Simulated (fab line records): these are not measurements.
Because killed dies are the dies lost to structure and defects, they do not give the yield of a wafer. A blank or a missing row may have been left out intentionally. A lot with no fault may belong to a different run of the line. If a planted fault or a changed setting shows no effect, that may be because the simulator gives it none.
Which tool was responsible? | flow sky130 | Sampling: 13 lots, 39 wafers, 4 of 708 route steps

WHAT THE GAUGES READ, wafer by wafer
SKY_NWELL_THK_MEAS_02. Usual: NWELL_OXIDATION_THK gives 10.06 nm (standard deviation 0.22).
lot  | measured    | on            | NWELL_OXIDATION_THK (nm) | flag
L536 | day 3 09:46 | film-metro-02 | 10.37 10.26 10.36        |
L537 | day 3 17:05 | film-metro-01 | 10.52 10.35 10.63        |
L538 | day 3 20:35 | film-metro-01 | 9.87 10.03 9.95          |
L539 | day 4 01:04 | film-metro-04 | 9.80 9.68 9.77           |
L540 | day 4 04:00 | film-metro-02 | 10.07 10.29 10.09        |
L541 | day 4 09:44 | film-metro-02 | 10.46 10.57 10.45        |
L542 | day 4 16:36 | film-metro-02 | 10.36 10.55 10.46        |
L544 | day 5 04:08 | film-metro-02 | 9.92 9.99 9.88           |
L545 | day 5 08:07 | film-metro-02 | 10.00 9.96 10.03         |
L548 | day 6 02:01 | film-metro-04 | 10.23 10.07 10.16        |
L549 | day 6 08:52 | film-metro-02 | 10.25 10.11 10.17        |
L550 | day 6 13:57 | film-metro-01 | 9.93 9.83 9.84           |
L554 | day 7 11:25 | film-metro-02 | 9.84 10.02 9.81          |

SKY_VT_ADJUST_LVTN_OVL_MEAS_18. Usual: VT_ADJUST_LVTN_01_OVL gives -0.1 nm (standard deviation 1.4).
lot  | measured     | on         | VT_ADJUST_LVTN_01_OVL (nm) | flag
L536 | day 8 22:02  | overlay-01 | 0.0 -0.7 -0.8              |
L537 | day 9 04:01  | overlay-01 | 0.3 -0.4 1.2               |
L538 | day 9 11:51  | overlay-01 | -0.1 0.8 0.7               |
L539 | day 9 15:29  | overlay-02 | -1.4 0.0 -1.9              |
L540 | day 9 21:48  | overlay-01 | 0.5 1.4 1.8                |
L541 | day 10 03:11 | overlay-01 | 0.8 0.4 1.6                |
L542 | day 10 11:11 | overlay-01 | 2.3 1.2 3.0                |
L544 | day 11 02:52 | overlay-01 | -0.5 -0.8 -1.1             |
L545 | day 11 08:05 | overlay-01 | -2.5 -2.5 -2.1             |
L548 | day 12 07:04 | overlay-02 | 1.3 -0.6 0.6               |
L549 | day 12 16:29 | overlay-01 | 1.1 -0.6 0.8               |
L550 | day 12 21:58 | overlay-01 | 0.8 3.1 0.5                |
L554 | day 14 02:08 | overlay-01 | 1.2 0.6 0.8                |

TOOL THAT RAN EACH LOT (tool first, then ch and the chambers of the sampled wafers, then the start)
lot  | SKY_FIELD_ISO_STRIP_16              | SKY_PWDE_IMPLANT_08
L536 | plasma-asher-03 ch 0,1, day 3 02:44 | implanter-04 ch 0, day 4 18:56
L537 | plasma-asher-03 ch 0,1, day 3 07:02 | implanter-01 ch 0, day 5 02:43
L538 | plasma-asher-03 ch 0,1, day 3 13:27 | implanter-04 ch 0, day 5 06:53
L539 | plasma-asher-03 ch 0,1, day 3 19:27 | implanter-03 ch 0, day 5 12:03
L540 | plasma-asher-02 ch 0,1, day 3 22:17 | implanter-03 ch 0, day 5 16:00
L541 | plasma-asher-03 ch 0,1, day 4 03:07 | implanter-01 ch 0, day 5 21:13
L542 | plasma-asher-01 ch 0, day 4 08:38   | implanter-01 ch 0, day 6 03:50
L544 | plasma-asher-01 ch 0,1, day 4 20:35 | implanter-04 ch 0, day 6 17:20
L545 | plasma-asher-02 ch 0,1, day 5 02:23 | implanter-04 ch 0, day 6 21:26
L548 | plasma-asher-03 ch 1, day 5 15:24   | implanter-03 ch 0, day 7 16:20
L549 | plasma-asher-03 ch 0,1, day 5 21:42 | implanter-01 ch 0, day 8 00:20
L550 | plasma-asher-03 ch 0,1, day 6 02:18 | implanter-01 ch 0, day 8 05:49
L554 | plasma-asher-02 ch 0,1, day 7 02:20 | implanter-03 ch 0, day 9 04:08
- SKY_FIELD_ISO_STRIP_16: strips in O2/N2.
- SKY_PWDE_IMPLANT_08

AS READ BY THE TOOLS THEMSELVES (means over the sampled wafers that have a number; for cases with no such wafer, the mark the record gives instead)
SKY_FIELD_ISO_STRIP_16. Usual: drypump-motor-current-A 5.54 A, standard deviation 0.24; oes-product-au 0.378 a.u., standard deviation 0.0049; strip-time-to-endpoint-s 3.550 s, standard deviation 0.024.
lot  | tool            | drypump-motor-current-A (A) | oes-product-au (a.u.) | strip-time-to-endpoint-s (s) | flag
L536 | plasma-asher-03 | 5.50                        | 0.380                 | 3.535                        |
L537 | plasma-asher-03 | 5.43                        | 0.376                 | 3.555                        |
L538 | plasma-asher-03 | 5.43                        | 0.378                 | 3.557                        |
L539 | plasma-asher-03 | 5.42                        | 0.383                 | 3.566                        |
L540 | plasma-asher-02 | 5.33                        | 0.371                 | 3.554                        |
L541 | plasma-asher-03 | 5.43                        | 0.383                 | 3.558                        |
L542 | plasma-asher-01 | 6.06                        | 0.377                 | 3.541                        |
L544 | plasma-asher-01 | 6.00                        | 0.376                 | 3.547                        |
L545 | plasma-asher-02 | 5.33                        | 0.382                 | 3.570                        |
L548 | plasma-asher-03 | 5.58                        | 0.377                 | 3.571                        |
L549 | plasma-asher-03 | 5.50                        | 0.376                 | 3.577                        |
L550 | plasma-asher-03 | 5.43                        | 0.376                 | 3.559                        |
L554 | plasma-asher-02 | 5.34                        | 0.379                 | 3.580                        |

SKY_PWDE_IMPLANT_08. Usual: beam-energy-keV at 150.01, with a standard deviation of 0.049.
lot  | tool         | beam-energy-keV | flag
L536 | implanter-04 | 150.00          |
L537 | implanter-01 | 149.99          |
L538 | implanter-04 | 150.09          |
L539 | implanter-03 | 150.09          |
L540 | implanter-03 | 150.05          |
L541 | implanter-01 | 150.02          |
L542 | implanter-01 | 149.99          |
L544 | implanter-04 | 149.98          |
L545 | implanter-04 | 149.94          |
L548 | implanter-03 | 149.94          |
L549 | implanter-01 | 157.09          | OFF
L550 | implanter-01 | 157.04          | OFF
L554 | implanter-03 | 149.99          |

THE ANSWER, worked out from the rows above alone
Rule: lot off if the mean of its wafers having a number is beyond 3 standard deviations from the usual mean. A lot without any number at a reading at which 4 lots or more have one is off too. The other lots that the step has rows for count as sound. First the gauges in route order, then the tools' own readings, where a lot's mean is used as printed above. The first step at which some lot is off is used, and at that step the reading that is off furthest; a lot without a number counts as furthest.
Off: L549, L550 (SKY_PWDE_IMPLANT_08, beam-energy-keV).
If a tool, at that step or one of the process steps before it, ran each lot that is off and ran no sound lot following the first of them, it fits. Undecided on this evidence; 2 tools fit (plasma-asher-03 at SKY_FIELD_ISO_STRIP_16, implanter-01 at SKY_PWDE_IMPLANT_08).

WHAT WAS PUT IN BY THE SIMULATOR
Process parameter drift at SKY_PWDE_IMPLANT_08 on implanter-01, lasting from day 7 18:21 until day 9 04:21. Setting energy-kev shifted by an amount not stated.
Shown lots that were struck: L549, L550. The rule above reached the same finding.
